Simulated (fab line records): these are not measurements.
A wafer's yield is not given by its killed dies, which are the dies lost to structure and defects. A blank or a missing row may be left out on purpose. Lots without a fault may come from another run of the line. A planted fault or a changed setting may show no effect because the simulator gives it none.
Which tool is to blame?    flow sfqLine    7 lots with 20 wafers sampled at 4 steps, on a route of 325 steps

WHAT EACH GAUGE READ, for each wafer
SFQ_M4_RS_MEAS_924: measures by four-point-probe.
lot   measured      on            M4_NB_RS (ohm/sq)
L492  day 36 13:46  filmMetro-03  0.904 0.894 0.907
L494  day 37 06:32  filmMetro-04  0.891 0.890 0.890
L497  day 38 10:13  filmMetro-02  0.872 0.877
L505  day 44 21:40  filmMetro-04  0.901 0.887 0.907
L507  day 45 05:34  filmMetro-03  0.889 0.877 0.888
L509  day 45 09:08  filmMetro-02  0.879 0.877 0.884
L513  day 50 04:08  filmMetro-04  0.897 0.881 0.882

TOOL THAT RAN EACH LOT (tool first, then ch and the chambers of the sampled wafers, then the start)
lot   SFQ_TRILAYER_I3_CMP_CMP_082    SFQ_TRILAYER_I3_METRO_MEASURE_083  SFQ_TRILAYER_I3_VIA_ETCH_VIA_ETCH_088
L492  cmp-01 ch 0,1, day 29 20:29    filmMetro-01, day 30 00:01         rieDiel-02 ch 2,3, day 36 12:43
L494  cmp-01 ch 0,2,3, day 30 15:59  filmMetro-01, day 30 17:37         rieDiel-01 ch 0,1,3, day 37 05:31
L497  cmp-01 ch 3, day 31 16:47      filmMetro-04, day 31 20:01         rieDiel-04 ch 0, day 38 09:07
L505  cmp-01 ch 0,3, day 44 14:00    filmMetro-04, day 44 17:07         rieDiel-04 ch 2,3, day 44 20:39
L507  cmp-02 ch 0,1,2, day 44 22:53  filmMetro-04, day 45 01:12         rieDiel-04 ch 0,1, day 45 04:32
L509  cmp-02 ch 1,3, day 45 01:23    filmMetro-04, day 45 04:00         rieDiel-02 ch 0,1,2, day 45 08:08
L513  cmp-02 ch 0,2, day 45 10:23    filmMetro-01, day 45 13:00         rieDiel-04 ch 0,2,3, day 50 03:08
- SFQ_TRILAYER_I3_CMP_CMP_082: polishes SiO2.
- SFQ_TRILAYER_I3_METRO_MEASURE_083
- SFQ_TRILAYER_I3_VIA_ETCH_VIA_ETCH_088: etches SiO2 in CHF3, stops on Nb, target depth 260 nm.

THE ANSWER, worked out from the rows above alone
Rule: the lots themselves supply what counts as usual. Put in order of their means at a reading, lots are off if they are a third of the lots or fewer, leave a main group of 4 or more, and stand apart from it by a gap of 3 or more times the standard deviation of the main group's means; of several such gaps the widest counts. A main group is skipped when, at the precision printed for the reading in the tables above, its means are all equal. Also off: a lot with no number at a reading for which 4 or more lots have one. All remaining lots with rows at the step are treated as sound.
No lot is off on any of the readings shown, so nothing can be concluded from this.

WHAT THE SIMULATOR PUT IN
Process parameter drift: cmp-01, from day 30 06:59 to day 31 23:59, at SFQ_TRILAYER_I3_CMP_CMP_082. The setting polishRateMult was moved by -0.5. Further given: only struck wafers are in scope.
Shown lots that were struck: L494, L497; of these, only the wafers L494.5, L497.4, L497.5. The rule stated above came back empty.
